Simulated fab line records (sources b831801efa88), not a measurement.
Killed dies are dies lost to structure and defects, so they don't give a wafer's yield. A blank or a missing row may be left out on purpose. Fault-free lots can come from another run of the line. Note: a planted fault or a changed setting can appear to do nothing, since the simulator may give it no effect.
Which of the tools did it? | flow gf180mcu | Sampling: 6 lots, 18 wafers, 3 of 602 route steps

WHAT THE GAUGES READ, wafer by wafer
GF_HV_LDD_RS_MEAS_53: the measuring method here is four-point-probe.
lot  | measured     | on           | HV_LDD_RS (ohm/sq)
L249 | day 13 06:58 | filmMetro-03 | 419.5 417.7 418.6
L257 | day 16 00:38 | filmMetro-04 | 414.3 414.2 413.4 415.0 414.5 413.4
L259 | day 16 18:35 | filmMetro-03 | 419.2 421.4 420.4
L263 | day 18 01:01 | filmMetro-04 | 417.8 417.1 417.5
L266 | day 19 05:26 | filmMetro-01 | 419.6 418.2 419.5
L268 | day 20 01:01 | filmMetro-01 | 418.5 418.1 418.7

WHAT TOOL EACH LOT RAN ON (gives the tool, then ch and the chambers of the sampled wafers, and finally the start)
lot  | GF_HV_LDD_STRIP_22                  | GF_HV_LDD_IMPLANT_35
L249 | plasmaAsher-01 ch 0,1, day 11 15:01 | implanter-03 ch 0, day 12 10:44
L257 | plasmaAsher-02 ch 0,1, day 14 04:46 | implanter-01 ch 0, day 15 02:26
L259 | plasmaAsher-01 ch 0,1, day 14 21:41 | implanter-02 ch 0, day 15 19:47
L263 | plasmaAsher-02 ch 0,1, day 16 01:53 | implanter-03 ch 0, day 17 00:55
L266 | plasmaAsher-04 ch 0,1, day 17 03:45 | implanter-03 ch 0, day 18 03:59
L268 | plasmaAsher-01 ch 0,1, day 17 22:49 | implanter-01 ch 0, day 18 23:35
- GF_HV_LDD_STRIP_22: strips in O2/N2.
- GF_HV_LDD_IMPLANT_35

THE ANSWER, worked out from the rows above alone
Rule: usual is defined by the lots themselves. The widest of any qualifying gaps counts: lots, ordered by their means at a reading, are off when they make up no more than a third of the lots, leave a main group of 4 or more, and stand apart from it by 3 or more times the standard deviation of that group's means. A main group is skipped when, at the precision printed for the reading in the tables above, its means are all equal. A lot without any number at a reading at which 4 lots or more have one is off too. Any other lot the step has rows for is counted as sound.
Off: L257, seen at GF_HV_LDD_RS_MEAS_53 (HV_LDD_RS). The main group: mean 418.8 ohm/sq, standard deviation 0.94.
If a tool, at a process step before that reading, ran all the lots that are off and no sound lot after the first of them, it fits. Gauges at GF_HV_LDD_RS_MEAS_53: tried the same way as those tools. No candidate that was tried fits.

WHAT THE SIMULATOR HAD INSERTED
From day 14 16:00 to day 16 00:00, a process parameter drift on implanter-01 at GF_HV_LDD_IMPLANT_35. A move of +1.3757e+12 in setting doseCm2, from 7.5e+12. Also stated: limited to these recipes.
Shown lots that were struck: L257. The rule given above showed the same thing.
